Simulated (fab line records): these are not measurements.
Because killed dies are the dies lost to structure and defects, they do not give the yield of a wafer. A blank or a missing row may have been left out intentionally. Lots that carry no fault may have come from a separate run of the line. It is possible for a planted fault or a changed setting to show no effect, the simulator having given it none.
Which of the tools did it? -- flow gf180mcu -- 72 wafers from 24 lots sampled at 3 of the route's 602 steps

## WHAT EACH GAUGE READ, for each wafer
GF_SALICIDE_THK_MEAS_05: measures by xrf.
lot,measured,on,SALICIDE_TIN_THK (nm)
L074,day 15 06:20,film metro-02,20.18 19.85 20.08
L075,day 15 11:10,film metro-03,19.76 20.12 20.10
L076,day 15 19:08,film metro-02,20.49 20.27 20.34
L077,day 16 14:09,film metro-02,19.88 20.06 19.89
L078,day 16 23:59,film metro-02,20.09 20.26 20.02
L079,day 17 02:17,film metro-02,20.37 20.52 20.29
L080,day 17 07:38,film metro-03,20.01 19.64 19.83
L081,day 17 21:38,film metro-03,20.05 20.17 19.89
L082,day 18 07:56,film metro-02,20.08 20.10 20.06
L083,day 18 16:07,film metro-04,19.86 19.69 19.54
L084,day 18 20:12,film metro-03,19.85 19.87 19.76
L085,day 19 01:25,film metro-04,19.94 20.12 20.08
L086,day 19 15:04,film metro-03,19.67 19.70 19.88
L087,day 19 23:02,film metro-04,20.49 20.27 20.30
L088,day 20 09:22,film metro-02,20.15 20.12 20.05
L089,day 20 17:02,film metro-04,19.71 19.88 19.99
L090,day 21 01:12,film metro-04,19.77 19.94 19.79
L091,day 21 07:42,film metro-02,19.79 20.29 20.04
L092,day 21 15:44,film metro-02,20.15 20.59 20.28
L093,day 22 01:19,film metro-03,19.80 19.57 20.02
L094,day 22 07:35,film metro-02,20.62 20.35 20.51
L095,day 22 18:21,film metro-02,20.19 20.38 20.29
L096,day 22 22:01,film metro-04,19.71 20.33 20.21
L097,day 23 10:47,film metro-02,20.33 20.27 20.68

GF_M1_OVL_MEAS_15.
lot,measured,on,M1_OVL (nm)
L074,day 17 04:22,overlay-01,10 2 9
L075,day 17 09:44,overlay-02,-4 4 5
L076,day 17 18:53,overlay-01,-7 -13 -2
L077,day 18 14:18,overlay-01,1 -3 8
L078,day 19 01:49,overlay-01,3 -6 6
L079,day 19 04:29,overlay-01,-8 2 6
L080,day 19 09:52,overlay-01,5 -3 9
L081,day 20 00:27,overlay-02,5 -9 -1
L082,day 20 10:59,overlay-02,14 -4 -2
L083,day 20 19:44,overlay-01,-1 6 -7
L084,day 21 00:22,overlay-02,2 -2 -3
L085,day 21 04:38,overlay-02,-10 1 -3
L086,day 21 18:33,overlay-01,2 2 3
L087,day 22 02:34,overlay-01,4 8 7
L088,day 22 12:19,overlay-01,-6 1 -6
L089,day 22 18:59,overlay-02,-3 2 -8
L090,day 23 02:31,overlay-01,0 11 12
L091,day 23 09:11,overlay-01,-2 2 10
L092,day 23 16:47,overlay-02,3 11 0
L093,day 24 01:12,overlay-01,1 10 3
L094,day 24 06:25,overlay-02,8 -5 0
L095,day 24 17:31,overlay-01,-1 5 0
L096,day 24 20:56,overlay-02,-6 -2 -8
L097,day 25 08:18,overlay-01,-6 0 -7

## WHICH TOOL RAN EACH LOT (tool, then ch and the chambers of the sampled wafers, then the start)
lot,GF_CONTACT_SPUTTER_23
L074,"pvd sputter-04, day 16 04:53"
L075,"pvd sputter-01, day 16 10:26"
L076,"pvd sputter-01, day 16 18:53"
L077,"pvd sputter-04, day 17 14:46"
L078,"pvd sputter-04, day 18 01:07"
L079,"pvd sputter-02, day 18 03:25"
L080,"pvd sputter-04, day 18 08:29"
L081,"pvd sputter-01, day 18 23:21"
L082,"pvd sputter-04, day 19 09:28"
L083,"pvd sputter-01, day 19 18:54"
L084,"pvd sputter-01, day 19 22:31"
L085,"pvd sputter-02, day 20 03:29"
L086,"pvd sputter-02, day 20 16:35"
L087,"pvd sputter-01, day 21 01:32"
L088,"pvd sputter-04, day 21 11:16"
L089,"pvd sputter-01, day 21 19:07"
L090,"pvd sputter-02, day 22 02:50"
L091,"pvd sputter-01, day 22 09:18"
L092,"pvd sputter-01, day 22 17:04"
L093,"pvd sputter-04, day 23 02:26"
L094,"pvd sputter-04, day 23 08:23"
L095,"pvd sputter-04, day 23 18:52"
L096,"pvd sputter-02, day 23 22:27"
L097,"pvd sputter-01, day 24 08:52"
- GF_CONTACT_SPUTTER_23: material TiN, target thk 10 nm, time 40 s.

## AS READ BY THE TOOLS THEMSELVES (means over the sampled wafers that have a number; for cases with no such wafer, the mark the record gives instead)
GF_CONTACT_SPUTTER_23.
lot,tool,cathode dc power W (W),throttle valve pct (%)
L074,pvd sputter-04,3999.8,31.0
L075,pvd sputter-01,4000.2,30.4
L076,pvd sputter-01,4000.0,29.4
L077,pvd sputter-04,4000.6,31.6
L078,pvd sputter-04,3999.2,30.3
L079,pvd sputter-02,4000.0,30.2
L080,pvd sputter-04,3999.7,30.8
L081,pvd sputter-01,3999.6,29.4
L082,pvd sputter-04,4000.5,31.5
L083,pvd sputter-01,3999.6,29.8
L084,pvd sputter-01,3999.8,29.8
L085,pvd sputter-02,3999.5,31.1
L086,pvd sputter-02,3999.9,31.2
L087,pvd sputter-01,4000.3,29.9
L088,pvd sputter-04,3999.0,31.6
L089,pvd sputter-01,3999.8,30.2
L090,pvd sputter-02,3999.7,30.3
L091,pvd sputter-01,3998.8,29.4
L092,pvd sputter-01,3999.9,30.1
L093,pvd sputter-04,3999.3,30.8
L094,pvd sputter-04,4000.2,30.2
L095,pvd sputter-04,4000.4,31.5
L096,pvd sputter-02,4000.3,30.4
L097,pvd sputter-01,3999.8,30.0

## THE ANSWER, worked out from the rows above alone
Rule: what is usual is taken from the lots themselves. The widest of any qualifying gaps counts: lots, ordered by their means at a reading, are off when they make up no more than a third of the lots, leave a main group of 4 or more, and stand apart from it by 3 or more times the standard deviation of that group's means. If all means in a main group match to the digits the tables above print for the reading, that group is not used. A lot without any number at a reading at which 4 lots or more have one is off too. The other lots that the step has rows for count as sound. Order of review: gauges by route order, followed by the tools' own readings, for which a lot's mean as printed above is used. The first step at which some lot is off is used, and at that step the reading that is off furthest; a lot without a number counts as furthest.
Across all readings shown, no lot is off: no conclusion can be drawn from this.

## WHAT THE SIMULATOR PUT IN
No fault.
